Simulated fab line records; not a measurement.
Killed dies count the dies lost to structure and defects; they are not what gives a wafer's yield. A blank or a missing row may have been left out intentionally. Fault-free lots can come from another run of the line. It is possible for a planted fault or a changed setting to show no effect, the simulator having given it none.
Problem report in the 8D (eight disciplines) form, filled by code / flow sky130 / the parts of the form that need people (team, actions taken, sign-off) are left out

== 1. PROBLEM STATEMENT ==
Across 9 wafers from 3 lots, VT_ADJUST_HVTP_TW at SKY_VT_ADJUST_HVTP_TW_MEAS_11 averages 1295, while fault-free wafers read 1342 with a standard deviation of 7.3. Relative to the usual mean, that is a shift of -6.4 standard deviations.
Earliest sighting: wafer L580.1 on film-metro-03 at day 7 22:36. The record holds 42 wafers of 14 lots with a number at this step. Rule for "out" (also "out of limits"): further than 4 standard deviations from the usual mean. Any other wafer with a number is counted as sound.

== 2. WHAT IT IS, AND WHAT IT ISN'T ==
question=which readings at this step | is=VT_ADJUST_HVTP_TW | is not=-
question=which lots | is=L580, L584, L585 | is not=L573, L575, L576, L581, L588, L590, L591, L592, L593, L594, L595
question=which wafers of those lots | is=all that have a number | is not=-
question=read on which gauges | is=film-metro-02, film-metro-03 | is not=film-metro-01
question=when | is=from day 7 22:36 | is not=up to then (9 sound wafers); but 24 sound wafers of L581, L588, L590, L591, L592, L593, L594, L595 came after

== 3. SUSPECTS, AND WHAT RULES EACH OUT ==
Counting: a tool stays on the suspect list if, at a process step up to the reading, it processed all lots that are out and no sound lot following the first of them.
- the gauge at SKY_VT_ADJUST_HVTP_TW_MEAS_11 is ruled out. Those wafers that are out were read across 2 gauges (film-metro-02, film-metro-03).
- implanter-03 at SKY_VT_ADJUST_HVTP_IMPLANT_09: kept. It processed each lot that is out, first L580 at day 7 22:21, and no sound lot thereafter; up to then, the last sound lot it processed was L575 at day 6 20:42. Its own readings are out on those wafers: dose-ions-cm2.
The count leaves implanter-03 at SKY_VT_ADJUST_HVTP_IMPLANT_09.

== 4. THE CAUSE (what the simulator had put in) ==
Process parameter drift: implanter-03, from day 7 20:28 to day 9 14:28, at SKY_VT_ADJUST_HVTP_IMPLANT_09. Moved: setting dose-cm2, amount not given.
After counting, this tool was the only one left.

== 5. THE EFFECT CHAIN, in route order ==
Rows list readings where the struck wafers' mean (over those with a number) sits beyond 3 standard deviations from the usual. Scope: only readings with a usual standard deviation given in the record; hours: median across lots of the time from each lot's start at the first step in this table that gives one to its start at this step; sigmas: change in usual standard deviations.
hours=0; step=SKY_VT_ADJUST_HVTP_IMPLANT_09; reading=dose-ions-cm2; usual=4.301e+12; on struck wafers=3.891e+12; change=-4.101e+11; sigmas=-91
hours=0; step=SKY_VT_ADJUST_HVTP_IMPLANT_09; reading=faraday-current-uA; usual=24.2; on struck wafers=21.9; change=-2.3; sigmas=-4.9
hours=0; step=SKY_VT_ADJUST_HVTP_TW_MEAS_11; reading=VT_ADJUST_HVTP_TW; usual=1342; on struck wafers=1295; change=-47; sigmas=-6.4
Its process steps:
- SKY_VT_ADJUST_HVTP_IMPLANT_09
At these later measuring or inspecting steps, every struck wafer for which the step has a row has a number for every such reading, and none has moved that far: SKY_VT_ADJUST_LVTN_OVL_MEAS_07.

== 6. WHAT WOULD HAVE CAUGHT IT SOONER ==
The first out-of-limits reading at a measuring or inspecting step in this record came at day 7 22:36, 2 hours after the fault's start at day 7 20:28.
The tool's own readings at SKY_VT_ADJUST_HVTP_IMPLANT_09 were out on every struck wafer that the step has a row for (dose-ions-cm2): an alarm limit on them would have fired on the first of those.
Lots out: 3; of these, L584, L585 started SKY_VT_ADJUST_HVTP_IMPLANT_09 on implanter-03 after day 7 22:36. A hold on the tool at that time would have spared those 2.
